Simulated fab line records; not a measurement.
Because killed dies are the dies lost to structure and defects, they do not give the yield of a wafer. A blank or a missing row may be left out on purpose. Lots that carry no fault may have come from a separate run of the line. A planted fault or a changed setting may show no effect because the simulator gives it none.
fab line records    flow gf180mcu
[record] lots = 6  wafers = 18  lastDay = 32
route steps=602 shown V3@455 M4@456
lots that met no fault: taken from a fault-free run of the same line
startH: the number of hours between the record's first day and the start of the first shown wafer of the lot    waitH: hours since the lot's step before    " repeats the value in the row above    L1.1+2: a row that stands for several wafers    - either no value or no given start    * or withheld: withheld    < > ~ a bound
route shown NAME@n: NAME is a module with steps in the file, n the number in the route of the first one    usual: the fault-free wafers' mean and standard deviation    same: alike in all rows    chamber/n: place in a boat    sites: the reading at each site    _std_site: how widely they spread, as a standard deviation    _edge_site: inner sites' mean taken away from outer sites' mean    radiusMm: how far each site lies from the wafer's centre    mask NAME#n: copy n    behind: the most recent tool/chamber to have shaped the wafer    hold: the reason the lot was held/the length of the hold in hours/how it ended    device: transistor that didn't switch, given as n, p or np    end of line: the same wafers' tests at the end of the route    for a step that has no rows: nothing shown but its recipe    killed: count of dies lost to structure and defects at first sort (not the wafer's yield)    map: a wafer's dies, x killed, . not, _ none there
set.NAME: the setting the step ran with; set.NAME@STEP: the setting that earlier step ran with    model.NAME: the simulator's own value behind a step, which no gauge read
lots at selected steps of the route; one table per step, one row per wafer
services: a tool's chamber out of use, with start hour (startH, from the record's first day; less than 0 if before it), hours out, and reason
[[steps]]
[step GF_V3_CMP_26]
[recipe] stopOn = SiO2  downForcePsi = 3.5  platenRpm = 60  tOverpolishS = 15.76  targetThkNm = 0  padVelocityMS = 0.94248
[usual] motorCurrentA = 11.3/0.96  overpolishRunS = 15.760/0.0089  timeToEndpointS = 84/3.3
lot.wafer  tool    chamber  startH  waitH  motorCurrentA  overpolishRunS  timeToEndpointS
L142.1     cmp-02  3        548.05  0.1    12.7           15.758          84
L142.2     "       1        "       "      10.3           15.748          89
L142.5     "       3        "       "      12.5           15.762          78
L148.4     cmp-01  1        615.44  0.0    10.4           15.752          86
L148.3     "       2        "       "      11.7           15.767          87
L148.1     "       0        "       "      11.9           15.751          90
L150.2     cmp-01  0        627.00  0.2    12.1           15.748          88
L150.5     "       1        "       "      10.7           15.757          86
L150.6     "       2        "       "      11.7           15.754          83
L151.1     cmp-02  3        627.37  0.1    11.7           15.760          78
L151.3     "       0        "       "      12.3           15.767          81
L151.5     "       3        "       "      11.7           15.756          77
L155.3     cmp-01  3        655.78  0.1    9.8            15.761          89
L155.6     "       1        "       "      10.8           15.757          91
L155.5     "       2        "       "      11.9           15.754          87
L157.3     cmp-01  0        664.36  0.1    11.7           15.757          79
L157.2     "       1        "       "      10.8           15.766          81
L157.1     "       2        "       "      11.4           15.751          78
[step GF_M4_SPUTTER_00]
[recipe] material = Ti  targetThkNm = 37.5  arrivingIonEnergyEv = 80  substrateTempC = 200  chamberPressurePa = 2  powerW = 4000  timeS = 150
[usual] cathodeDcPowerW = 4000.1/0.77  throttleValvePct = 30.6/0.77
lot.wafer  tool           chamber  startH  waitH  cathodeDcPowerW  throttleValvePct
L142.1     pvdSputter-01  -        548.30  0.2    4000.1           31.4
L142.2     "              -        "       "      3999.2           29.5
L142.5     "              -        "       "      3999.5           29.6
L148.1     pvdSputter-03  -        615.74  0.1    3999.9           30.9
L148.3     "              -        "       "      3998.8           30.6
L148.4     "              -        "       "      3999.1           29.4
L150.2     pvdSputter-03  -        627.15  0.1    4000.7           30.3
L150.5     "              -        "       "      3999.2           30.9
L150.6     "              -        "       "      3999.7           29.3
L151.1     pvdSputter-04  -        627.62  0.2    3999.5           31.2
L151.3     "              -        "       "      3997.9           29.5
L151.5     "              -        "       "      3999.3           31.3
L155.3     pvdSputter-04  -        655.98  0.1    4000.4           30.5
L155.5     "              -        "       "      4001.5           29.7
L155.6     "              -        "       "      3999.5           31.1
L157.1     pvdSputter-01  -        664.61  0.1    4001.1           31.5
L157.2     "              -        "       "      3999.6           31.3
L157.3     "              -        "       "      4000.0           29.7
[step GF_M4_SPUTTER_01]
[recipe] material = TiN  targetThkNm = 30  powerW = 6500  timeS = 25  chamberPressurePa = 0.4
[usual] cathodeDcPowerW = 6500.0/1.2  throttleValvePct = 30.6/0.79
lot.wafer  tool           chamber  startH  waitH  cathodeDcPowerW  throttleValvePct
L142.1     pvdSputter-01  -        548.40  0.1    6501.4           31.5
L142.2     "              -        "       "      6504.2           30.1
L142.5     "              -        "       "      6499.5           29.5
L148.1     pvdSputter-03  -        615.84  0.1    6498.9           31.2
L148.3     "              -        "       "      6498.7           30.5
L148.4     "              -        "       "      6499.7           28.9
L150.2     pvdSputter-03  -        627.25  0.1    6500.9           30.4
L150.5     "              -        "       "      6500.8           31.0
L150.6     "              -        "       "      6499.1           29.2
L151.1     pvdSputter-04  -        627.72  0.1    6502.3           31.0
L151.3     "              -        "       "      6501.3           29.5
L151.5     "              -        "       "      6499.7           31.4
L155.3     pvdSputter-04  -        656.08  0.1    6499.2           30.3
L155.5     "              -        "       "      6499.8           29.3
L155.6     "              -        "       "      6500.2           31.0
L157.1     pvdSputter-01  -        664.71  0.1    6501.3           31.1
L157.2     "              -        "       "      6501.4           31.4
L157.3     "              -        "       "      6498.0           29.6
[step GF_M4_SPUTTER_02]
[recipe] material = AlCu  targetThkNm = 450  powerW = 10600  timeS = 23.9  chamberPressurePa = 0.4
[usual] cathodeDcPowerW = 10600/2.1  throttleValvePct = 30.7/0.78
lot.wafer  tool           chamber  startH  waitH  cathodeDcPowerW  throttleValvePct
L142.1     pvdSputter-01  -        548.43  0.0    10602            31.2
L142.2     "              -        "       "      10601            29.7
L142.5     "              -        "       "      10602            29.5
L148.1     pvdSputter-03  -        615.87  0.0    10601            31.1
L148.3     "              -        "       "      10599            30.5
L148.4     "              -        "       "      10599            29.4
L150.2     pvdSputter-03  -        627.28  0.0    10602            30.6
L150.5     "              -        "       "      10600            31.1
L150.6     "              -        "       "      10603            29.5
L151.1     pvdSputter-04  -        627.75  0.0    10600            31.0
L151.3     "              -        "       "      10601            29.5
L151.5     "              -        "       "      10603            31.6
L155.3     pvdSputter-04  -        656.11  0.0    10600            30.4
L155.5     "              -        "       "      10599            29.4
L155.6     "              -        "       "      10598            31.1
L157.1     pvdSputter-01  -        664.74  0.0    10598            31.3
L157.2     "              -        "       "      10601            31.7
L157.3     "              -        "       "      10601            29.7
[step GF_M4_SPUTTER_03]
[recipe] material = Ti  targetThkNm = 10  substrateTempC = 300  chamberPressurePa = 0.3  powerW = 3000  timeS = 6.7
[usual] cathodeDcPowerW = 3000.1/0.59  throttleValvePct = 30.6/0.78
lot.wafer  tool           chamber  startH  waitH  cathodeDcPowerW  throttleValvePct
L142.1     pvdSputter-01  -        548.46  0.0    3000.9           31.3
L142.2     "              -        "       "      3000.8           29.6
L142.5     "              -        "       "      2999.9           29.6
L148.1     pvdSputter-03  -        615.90  0.0    3001.3           30.7
L148.3     "              -        "       "      3000.5           30.7
L148.4     "              -        "       "      3000.2           29.3
L150.2     pvdSputter-03  -        627.31  0.0    3000.6           30.7
L150.5     "              -        "       "      2999.8           30.9
L150.6     "              -        "       "      3000.4           29.3
L151.1     pvdSputter-04  -        627.78  0.0    3000.6           31.2
L151.3     "              -        "       "      2999.4           29.6
L151.5     "              -        "       "      3000.3           31.6
L155.3     pvdSputter-04  -        656.14  0.0    3000.3           30.7
L155.5     "              -        "       "      3000.1           29.5
L155.6     "              -        "       "      2999.3           31.0
L157.1     pvdSputter-01  -        664.77  0.0    2999.5           31.4
L157.2     "              -        "       "      3000.5           31.9
L157.3     "              -        "       "      3000.0           29.7
[step GF_M4_SPUTTER_04]
[recipe] material = TiN  targetThkNm = 50  powerW = 6500  timeS = 41.7  chamberPressurePa = 0.4
[step GF_M4_RS_MEAS_05]
[recipe] thkMeasGauge = four-point-probe  reads = TiN_of_M4_SPUTTER_04+Ti_of_M4_SPUTTER_03+AlCu_of_M4_SPUTTER_02+TiN_of_M4_SPUTTER_01+Ti_of_M4_SPUTTER_00
[usual] M4_ALCU_RS = 0.0696/0.00084
lot.wafer  tool          chamber  startH  waitH  M4_ALCU_RS[ohm/sq]
L142.1     filmMetro-02  -        548.52  0.0    0.0692
L142.2     "             -        "       "      0.0694
L142.5     "             -        "       "      0.0695
L148.1     filmMetro-03  -        615.96  0.0    0.0694
L148.3     "             -        "       "      0.0692
L148.4     "             -        "       "      0.0696
L150.2     filmMetro-02  -        627.39  0.0    0.0693
L150.5     "             -        "       "      0.0701
L150.6     "             -        "       "      0.0690
L151.1     filmMetro-02  -        627.84  0.0    0.0699
L151.3     "             -        "       "      0.0686
L151.5     "             -        "       "      0.0689
L155.3     filmMetro-04  -        656.24  0.1    0.0690
L155.5     "             -        "       "      0.0686
L155.6     "             -        "       "      0.0699
L157.1     filmMetro-02  -        664.83  0.0    0.0705
L157.2     "             -        "       "      0.0706
L157.3     "             -        "       "      0.0710
[step GF_M4_THK_MEAS_06]
[recipe] thkMeasGauge = xrf  reads = AlCu_of_M4_SPUTTER_02
[usual] M4_ALCU_THK = 451/5.8
lot.wafer  tool          chamber  startH  waitH  M4_ALCU_THK[nm]
L142.1     filmMetro-02  -        548.64  0.1    454
L142.2     "             -        "       "      449
L142.5     "             -        "       "      449
L148.1     filmMetro-03  -        616.08  0.1    454
L148.3     "             -        "       "      455
L148.4     "             -        "       "      455
L150.2     filmMetro-02  -        627.50  0.1    450
L150.5     "             -        "       "      442
L150.6     "             -        "       "      452
L151.1     filmMetro-02  -        627.96  0.1    444
L151.3     "             -        "       "      450
L151.5     "             -        "       "      451
L155.3     filmMetro-04  -        656.34  0.1    457
L155.5     "             -        "       "      456
L155.6     "             -        "       "      449
L157.1     filmMetro-02  -        664.95  0.1    440
L157.2     "             -        "       "      441
L157.3     "             -        "       "      441
[step GF_M4_DEHYDRATE_07]
[recipe] tempC = 200  timeS = 60
[step GF_M4_HMDS_08]
[recipe] primeTimeS = 60  primeTempC = 120
[step GF_M4_COAT_09]
[recipe] resist = KrF  spinRpm = withheld  resistThkNm = 1000
[step GF_M4_SOFTBAKE_10]
[recipe] tempC = 130  timeS = 60  resist = KrF
[step GF_M4_EXPOSE_11]
[recipe] maskId = Metal4  targetCdNm = 280  na = 0.68  sourceShape = conventional  sigmaOuter = 0.6  doseMj = 28
[usual] exposureDoseMJCm2 = 27.96/0.033  focusOffsetNm = 0.0/0.46  sigmaOuter = 0.6/0
lot.wafer  tool           chamber  startH  waitH  mask      exposureDoseMJCm2  focusOffsetNm  sigmaOuter
L142.1     krfScanner-02  0        560.26  -      Metal4#0  27.96              -0.2           0.6
L142.2     "              0        "       "      Metal4#0  27.97              -0.8           0.6
L142.5     "              0        "       "      Metal4#0  27.99              0.0            0.6
L148.1     krfScanner-01  0        625.77  -      Metal4#0  27.96              -0.1           0.6
L148.3     "              0        "       "      Metal4#0  27.96              -0.1           0.6
L148.4     "              0        "       "      Metal4#0  27.97              -0.2           0.6
L150.2     krfScanner-02  0        637.54  -      Metal4#0  27.95              -0.7           0.6
L150.5     "              0        "       "      Metal4#0  28.00              -0.1           0.6
L150.6     "              0        "       "      Metal4#0  27.98              -0.1           0.6
L151.1     krfScanner-01  0        637.76  -      Metal4#0  27.90              0.4            0.6
L151.3     "              0        "       "      Metal4#0  27.92              0.7            0.6
L151.5     "              0        "       "      Metal4#0  27.95              0.3            0.6
L155.3     krfScanner-02  -        666.35  -      Metal4#0  -                  -              -
L155.5     "              -        "       "      Metal4#0  -                  -              -
L155.6     "              -        "       "      Metal4#0  -                  -              -
L157.1     krfScanner-02  -        674.49  -      Metal4#0  -                  -              -
L157.2     "              -        "       "      Metal4#0  -                  -              -
L157.3     "              -        "       "      Metal4#0  -                  -              -
[step GF_M4_PEB_12]
[recipe] pebTempC = 135  pebTimeS = 90  resist = KrF
[[services]]
tool           chamber  startH  hours  kind
krfScanner-02  0        529.25  -      calibration
krfScanner-01  -        554.13  0.8    pm
pvdSputter-03  -        562.72  4.9    repair
cmp-01         -        566.35  1.5    repair
cmp-01         -        572.16  4.0    pm
pvdSputter-04  -        574.91  3.3    repair
cmp-01         -        576.16  -      consumableReplace:conditioner
cmp-01         -        576.16  -      consumableReplace:pad
cmp-02         -        576.16  8.2    pm
pvdSputter-01  -        584.11  3.1    repair
cmp-02         -        596.35  0.3    repair
pvdSputter-04  -        598.76  6.2    repair
krfScanner-01  -        609.30  1.3    repair
krfScanner-01  0        630.98  -      calibration
pvdSputter-01  -        635.58  1.7    repair
krfScanner-02  -        654.81  4.4    pm
cmp-02         -        659.28  11.0   repair
cmp-02         -        659.65  1.3    repair
krfScanner-01  -        665.92  0.6    repair
[[key]]
[firstSign] step = GF_M4_EXPOSE_11  reading = toolRecord  direction = missing
effect none on later readings
metAt GF_M4_EXPOSE_11
struckWafers L155.3,L155.5,L155.6,L157.1,L157.2,L157.3
laterRowsLeftOut L155.3,L155.5,L155.6,L157.1,L157.2,L157.3
sortLeftOut L155.3,L155.5,L155.6,L157.1,L157.2,L157.3
onsetBetween 637.54 666.35
[fault] kind = skippedStepWhole  tool = krfScanner-02  chamber = -  onsetH = 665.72  steps = GF_M4_EXPOSE_11  scope = struckLotsOnly
// sortLeftOut: the simulated sort isn't trusted on such a fault, so these wafers' sort isn't shown, and their yield isn't known
// laterRowsLeftOut: the simulator's readings of these wafers behind a module that went badly wrong aren't trusted and aren't shown, but for the sort
